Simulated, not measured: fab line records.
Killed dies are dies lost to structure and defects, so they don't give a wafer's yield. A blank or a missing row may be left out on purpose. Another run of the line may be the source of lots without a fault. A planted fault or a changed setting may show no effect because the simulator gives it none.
Problem report in the 8D (eight disciplines) form, filled by code || flow gf180mcu || the parts of the form that need people (team, actions taken, sign-off) are left out

## 1. PROBLEM STATEMENT
Across 6 wafers from 2 lots, DUAL_GATE_OXIDATION_00_THK at GF_DUAL_GATE_THK_MEAS_03 averages 16.91 nm, while fault-free wafers read 10.93 nm with a standard deviation of 0.22. That is +27 standard deviations from the usual mean.
Seen first at day 9 22:31 on film metro-01, wafer L327.1. Wafers with a number at this step in the record: 39, from 13 lots. By rule, "out" or "out of limits" means more than 4 standard deviations away from the usual mean. The other wafers with a number count as sound.

## 2. WHAT IT IS; WHAT IT IS NOT
{"question": "which readings at this step", "is": "DUAL_GATE_OXIDATION_00_THK", "is not": "-"}
{"question": "which lots", "is": "L327, L328", "is not": "L319, L320, L321, L325, L326, L333, L336, L337, L339, L341, L342"}
{"question": "which wafers of those lots", "is": "all that have a number", "is not": "-"}
{"question": "read on which gauges", "is": "film metro-01, film metro-03", "is not": "film metro-02"}
{"question": "when", "is": "from day 9 22:31", "is not": "up to then (15 sound wafers); but 18 sound wafers of L333, L336, L337, L339, L341, L342 came after"}

## 3. WHAT RULES OUT EACH SUSPECT
Counting: a tool at a process step up to the reading stays a suspect if it ran every lot that is out and no sound lot after the first of them.
- ruled out: the gauge at GF_DUAL_GATE_THK_MEAS_03. 2 gauges (film metro-01, film metro-03) read the wafers that are out.
- furnace-01 at GF_DUAL_GATE_OXIDATION_02 (stabilise 600 s, purge 300 s, target thk 10.887 nm): kept. It ran every lot that is out, first L327 (day 9 21:04), and no sound lot after that; its last sound lot up to then is L326 (day 9 14:31).
The count leaves furnace-01 at GF_DUAL_GATE_OXIDATION_02.

## 4. THE CAUSE (what the simulator had put in)
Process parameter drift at GF_DUAL_GATE_OXIDATION_02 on furnace-01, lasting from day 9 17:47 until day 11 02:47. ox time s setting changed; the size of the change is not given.
The count eliminated every tool but this one.

## 5. THE EFFECT CHAIN, in route order
Rows list readings where the struck wafers' mean (over those with a number) sits beyond 3 standard deviations from the usual. Only readings for which the record gives a usual standard deviation are gone through. hours: the time from each lot's start at the first step in this table that gives one to its start at this step, as a median over the lots. sigmas: the change in usual standard deviations.
{"hours": 0, "step": "GF_DUAL_GATE_THK_MEAS_03", "reading": "DUAL_GATE_OXIDATION_00_THK", "usual": "10.93 nm", "on struck wafers": 16.91, "change": "+5.98", "sigmas": "+27"}
At these later measuring or inspecting steps, every struck wafer for which the step has a row has a number for every such reading, and none has moved that far: GF_SALICIDE_THK_MEAS_05.

## 6. HOW IT WOULD HAVE BEEN CAUGHT EARLIER
Counted from the fault's start at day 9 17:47, it took 5 hours until the first out-of-limits reading at a measuring or inspecting step in this record, taken at day 9 22:31.
No tool reading at GF_DUAL_GATE_OXIDATION_02 that has a usual standard deviation in the record was out on any struck wafer, so an alarm limit of 4 standard deviations on those readings would not have fired.
Lots out: 2; of these, L328 started GF_DUAL_GATE_OXIDATION_02 on furnace-01 after day 9 22:31. Had the tool been put on hold then, it would have been spared.
